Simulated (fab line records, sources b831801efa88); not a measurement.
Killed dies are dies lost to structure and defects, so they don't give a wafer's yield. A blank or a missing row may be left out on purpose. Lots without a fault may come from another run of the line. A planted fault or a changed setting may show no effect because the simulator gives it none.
One fault seen from 2 desks | flow gf180mcu | each desk has only its own numbers; what lay behind them comes last

THE TOOL OWNER'S DESK: implanter-03
The tool's own readings at GF_LVPWELL_IMPLANT_09: means of the sampled wafers that have a number, for each lot that ran on this tool. A lot is out of limits, marked OUT, if its mean lies more than 4 standard deviations from the usual mean; the brackets give that distance.
Columns: A = beam_on_s at GF_LVPWELL_IMPLANT_09, usual 10.01 s; B = faraday_current_uA at GF_LVPWELL_IMPLANT_09, usual 28.2
lot  | first seen here | A                | B
L948 | day 4 02:55     | 9.96             | 28.3
L950 | day 4 13:05     | 9.96             | 28.3
L953 | day 5 07:10     | 10.18            | 27.7
L958 | day 6 08:36     | 11.57 (+7.1) OUT | 24.3 (-6.4) OUT
L960 | day 6 20:56     | 12.00 (+9.1) OUT | 23.5 (-7.8) OUT
This desk's finding: out of limits on L958, L960; first on L958, day 6 08:36 (beam_on_s at GF_LVPWELL_IMPLANT_09). In limits: L948, L950, L953.

THE METROLOGY DESK
What the gauges read, lot by lot, whatever tool the lot ran on: means of the sampled wafers that have a number. A lot is out of limits, marked OUT, if its mean lies more than 4 standard deviations from the usual mean; the brackets give that distance.
Columns: A = LVPWELL_RS at GF_VT_IMPLANT_RS_MEAS_48, usual 1197 ohm/sq; B = V3_CVD_00_THK at GF_V3_THK_MEAS_01, usual 601 nm; C = V3_OVL at GF_V3_OVL_MEAS_15, usual 2 nm
lot  | first seen here | A              | B   | C
L948 | day 7 17:47     | 1198           | 599 | -1
L950 | day 8 05:44     | 1201           | 594 | -3
L953 | day 9 04:19     | 1199           | 597 | 6
L957 | day 10 07:55    | 1196           | 595 | 8
L958 | day 10 13:42    | 1160 (-12) OUT | 596 | 4
L960 | day 11 05:27    | 1158 (-12) OUT | 598 | 1
L963 | day 12 13:45    | 1196           | 606 | -4
L964 | day 12 14:58    | 1198           | 604 | -2
L965 | day 12 23:31    | 1198           | 596 | -5
L967 | day 13 04:14    | 1196           | 596 | 7
L966 | day 13 04:34    | 1193           | 604 | 1
L968 | day 13 14:09    | 1199           | 612 | -6
L969 | day 14 02:08    | 1198           | 604 | 5
This desk's finding: out of limits on L958, L960; first on L958, day 10 13:42 (LVPWELL_RS at GF_VT_IMPLANT_RS_MEAS_48). In limits: L948, L950, L953, L957, L963, L964, L965, L967, L966, L968, L969.

PUT TOGETHER
The tool owner's desk could have raised an alarm at day 6 08:36, on L958, L960.
The metrology desk could have raised an alarm at day 10 13:42, on L958, L960.
Of the lots named, all ran GF_LVPWELL_IMPLANT_09 on implanter-03.

WHAT THE SIMULATOR HAD PUT IN
Process parameter drift: implanter-03, from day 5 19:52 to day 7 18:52, at GF_LVPWELL_IMPLANT_09. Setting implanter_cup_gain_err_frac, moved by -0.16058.
Lots struck among those shown: L958, L960.
Hours from the fault's start to each desk's first reading out of limits: the tool owner's desk, 13; the metrology desk, 114.
